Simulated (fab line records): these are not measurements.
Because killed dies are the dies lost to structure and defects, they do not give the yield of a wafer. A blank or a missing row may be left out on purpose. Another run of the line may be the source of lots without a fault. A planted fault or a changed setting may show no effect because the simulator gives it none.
What tool caused it? ; flow sky130 ; route of 708 steps, sampled at 1 step: 6 lots, 18 wafers

== WHAT THE GAUGES SHOWED, per wafer ==
SKY_LI_CONTACT_OVL_MEAS_13.
lot;measured;on;LI_CONTACT_OVL (nm)
L656;day 30 03:26;overlay-01;1 3 -2
L660;day 31 08:14;overlay-01;10 1 10
L662;day 32 04:47;overlay-02;0 -10 -3
L666;day 33 11:21;overlay-02;-7 -10 -5
L674;day 35 23:42;overlay-02;2 -6 -1
L676;day 36 14:12;overlay-01;-5 -8 -11

== TOOL THAT RAN EACH LOT (tool first, then ch and the chambers of the sampled wafers, then the start) ==
Before these readings, the record contains no process step.

== THE ANSWER, worked out from the rows above alone ==
Rule: usual is defined by the lots themselves. Put in order of their means at a reading, lots are off if they are a third of the lots or fewer, leave a main group of 4 or more, and stand apart from it by a gap of 3 or more times the standard deviation of the main group's means; of several such gaps the widest counts. A main group is skipped when, at the precision printed for the reading in the tables above, its means are all equal. A lot without any number at a reading at which 4 lots or more have one is off too. Any other lot the step has rows for is counted as sound.
No lot is off at any reading shown: from this, nothing can be told.

== WHAT THE SIMULATOR HAD INSERTED ==
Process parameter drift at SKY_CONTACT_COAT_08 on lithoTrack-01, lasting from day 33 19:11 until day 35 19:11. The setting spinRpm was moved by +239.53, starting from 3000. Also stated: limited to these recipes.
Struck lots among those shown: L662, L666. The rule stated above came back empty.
